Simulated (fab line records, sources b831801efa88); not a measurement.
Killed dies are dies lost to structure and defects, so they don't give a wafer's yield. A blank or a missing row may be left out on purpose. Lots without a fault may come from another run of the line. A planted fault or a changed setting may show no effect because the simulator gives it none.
Tool commonality check | flow gf180mcu | 12 lots, 36 wafers sampled

WHY IT WAS OPENED
At GF_PSD_RS_MEAS_14 the reading NSD_RS is flagged on 2 of 12 lots. Wafers without a fault read 46.14 ohm/sq, standard deviation 0.072.
Rule: a lot is flagged when every wafer of it that has a number lies more than 4 standard deviations from that mean, or none has a number. The other lots count as sound.

lot  | measured     | on            | NSD_RS (ohm/sq), wafer by wafer | flag
L452 | day 14 16:07 | film_metro-02 | 46.24 46.24 46.24               |
L454 | day 15 04:28 | film_metro-01 | 46.09 46.14 46.15               |
L456 | day 16 06:50 | film_metro-02 | 46.24 46.16 46.15               |
L457 | day 16 18:58 | film_metro-02 | 45.97 45.93 46.03               |
L458 | day 17 01:34 | film_metro-01 | 46.19 46.23 46.11               |
L460 | day 17 11:33 | film_metro-02 | 46.02 46.14 46.14               |
L462 | day 18 08:32 | film_metro-01 | 46.18 46.17 46.23               |
L463 | day 18 14:55 | film_metro-02 | 46.20 46.23 46.10               |
L469 | day 20 16:34 | film_metro-02 | 47.52 47.50 47.54               | FLAGGED
L470 | day 21 01:43 | film_metro-02 | 46.24 46.09 46.15               |
L471 | day 21 07:59 | film_metro-01 | 47.56 47.59 47.53               | FLAGGED
L474 | day 22 04:42 | film_metro-02 | 46.10 46.13 46.07               |
The numbers of the flagged lots are 47.54 ohm/sq on average: +1.40 ohm/sq against the usual, or +19 standard deviations.

WHICH TOOL RAN EACH LOT
The record holds 2 process steps before the reading, out of a route of 602 steps. In each cell: the tool, then ch and the chambers that the sampled wafers went through, then the start.
lot  | flag    | GF_NSD_IMPLANT_10               | GF_NSD_STRIP_11
L452 |         | implanter-01 ch 0, day 13 19:20 | plasma_asher-04 ch 0,1, day 13 19:28
L454 |         | implanter-02 ch 0, day 14 07:01 | plasma_asher-03 ch 0,1, day 14 07:10
L456 |         | implanter-03 ch 0, day 15 08:14 | plasma_asher-03 ch 0,1, day 15 08:22
L457 |         | implanter-03 ch 0, day 15 19:52 | plasma_asher-02 ch 0,1, day 15 20:01
L458 |         | implanter-01 ch 0, day 16 02:44 | plasma_asher-04 ch 0,1, day 16 02:52
L460 |         | implanter-02 ch 0, day 16 13:04 | plasma_asher-03 ch 0,1, day 16 13:11
L462 |         | implanter-02 ch 0, day 17 07:47 | plasma_asher-04 ch 0,1, day 17 07:56
L463 |         | implanter-03 ch 0, day 17 14:40 | plasma_asher-02 ch 0,1, day 17 14:49
L469 | FLAGGED | implanter-01 ch 0, day 19 15:52 | plasma_asher-03 ch 0,1, day 19 16:01
L470 |         | implanter-02 ch 0, day 20 00:28 | plasma_asher-02 ch 0,1, day 20 00:36
L471 | FLAGGED | implanter-01 ch 0, day 20 07:05 | plasma_asher-04 ch 0,1, day 20 07:13
L474 |         | implanter-03 ch 0, day 21 04:41 | plasma_asher-03 ch 0,1, day 21 04:50
What these steps do:
- GF_NSD_IMPLANT_10
- GF_NSD_STRIP_11: strips in O2/N2.
- GF_PSD_RS_MEAS_14: measures by four-point-probe.

FLAGGED OVER TOTAL, TOOL BY TOOL (the gauges that took the reading come last)
step              | tool            | lots run | flagged | share of the flagged lots | sound lots run after its first flagged lot
GF_NSD_IMPLANT_10 | implanter-01    | 4        | 2       | all                       | 0
GF_NSD_IMPLANT_10 | implanter-02    | 4        | 0       | none                      | -
GF_NSD_IMPLANT_10 | implanter-03    | 4        | 0       | none                      | -
GF_NSD_STRIP_11   | plasma_asher-02 | 3        | 0       | none                      | -
GF_NSD_STRIP_11   | plasma_asher-03 | 5        | 1       | some                      | 1 (L474)
GF_NSD_STRIP_11   | plasma_asher-04 | 4        | 1       | some                      | 0
GF_PSD_RS_MEAS_14 | film_metro-01   | 4        | 1       | some                      | 0
GF_PSD_RS_MEAS_14 | film_metro-02   | 8        | 1       | some                      | 2 (L470,L474)

WHAT THE TABLE ALLOWS
1 row of the table ran every flagged lot: implanter-01 at GF_NSD_IMPLANT_10.
- implanter-01 at GF_NSD_IMPLANT_10: 2 of its 4 lots flagged. Its last sound lot is L458 (day 16 02:44), its first flagged lot L469 (day 19 15:52): a fault that began between those two fits.
One tool is left: implanter-01 at GF_NSD_IMPLANT_10.

WHAT THE SIMULATOR HAD PUT IN
Process parameter drift: implanter-01, from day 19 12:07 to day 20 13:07, at GF_NSD_IMPLANT_10. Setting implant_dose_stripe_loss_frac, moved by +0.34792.
Lots struck among those shown: L469, L471. The rule above found the same.
